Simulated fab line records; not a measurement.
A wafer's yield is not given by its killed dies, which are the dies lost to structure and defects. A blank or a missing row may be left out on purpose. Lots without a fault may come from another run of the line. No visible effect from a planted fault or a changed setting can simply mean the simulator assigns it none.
Chamber matching :: flow sky130 :: cmp-02 running SKY_LI_CONTACT_CMP_24: 4 sister chambers
The step polishes, stops on PSG, t overpolish 20 s, target thk 0 nm. 8 wafers are shown with their chamber, then 10 later ones without.

== EACH WAFER AND ITS CHAMBER ==
wafer: L789.5
chamber: 0
motorCurrentA (A): 13.3

wafer: L793.3
chamber: 3
motorCurrentA (A): 10.0

wafer: L793.5
chamber: 0
motorCurrentA (A): 12.9

wafer: L795.1
chamber: 1
motorCurrentA (A): 11.0

wafer: L795.3
chamber: 2
motorCurrentA (A): 10.5

wafer: L795.5
chamber: 2
motorCurrentA (A): 10.8

wafer: L796.3
chamber: 3
motorCurrentA (A): 10.9

wafer: L796.5
chamber: 1
motorCurrentA (A): 10.3

== WAFERS WHOSE CHAMBER IS MISSING ==
wafer: L796.6
motorCurrentA (A): 13.7

wafer: L797.1
motorCurrentA (A): 10.6

wafer: L797.2
motorCurrentA (A): 12.9

wafer: L797.6
motorCurrentA (A): 13.3

wafer: L800.3
motorCurrentA (A): 13.0

wafer: L800.4
motorCurrentA (A): 10.1

wafer: L800.5
motorCurrentA (A): 13.4

wafer: L802.1
motorCurrentA (A): 10.5

wafer: L802.4
motorCurrentA (A): 10.5

wafer: L802.6
motorCurrentA (A): 10.9

== EACH ONE'S CHAMBER ==
wafer: L796.6
from the rows above: 0
in truth: 0

wafer: L797.1
from the rows above: can't be placed: 1 or 2 or 3
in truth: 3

wafer: L797.2
from the rows above: 0
in truth: 0

wafer: L797.6
from the rows above: 0
in truth: 0

wafer: L800.3
from the rows above: 0
in truth: 0

wafer: L800.4
from the rows above: can't be placed: 3 or 1 or 2
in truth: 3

wafer: L800.5
from the rows above: 0
in truth: 0

wafer: L802.1
from the rows above: can't be placed: 3 or 1 or 2
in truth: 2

wafer: L802.4
from the rows above: can't be placed: 3 or 1 or 2
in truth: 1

wafer: L802.6
from the rows above: can't be placed: 1 or 2 or 3
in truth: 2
Correctly placed: 5 of 10. Unplaceable from these rows: 5, with the true chamber sitting among the candidates in 5. Wrongly placed: 0.
How it was worked out, from the rows above alone: a wafer's distance from a chamber is the root of the sum, over the readings, of the square of ((its reading less the chamber's mean) divided by the reading's scatter). If the next closest chamber is less than 2 further off than the closest, the wafer can't be placed; otherwise it belongs to the closest. The mean given for a chamber averages the wafers shown for that chamber. The scatter: take each reading less its chamber's mean, square it, sum over the shown wafers, divide by the number of wafers less the number of chambers, and take the root.
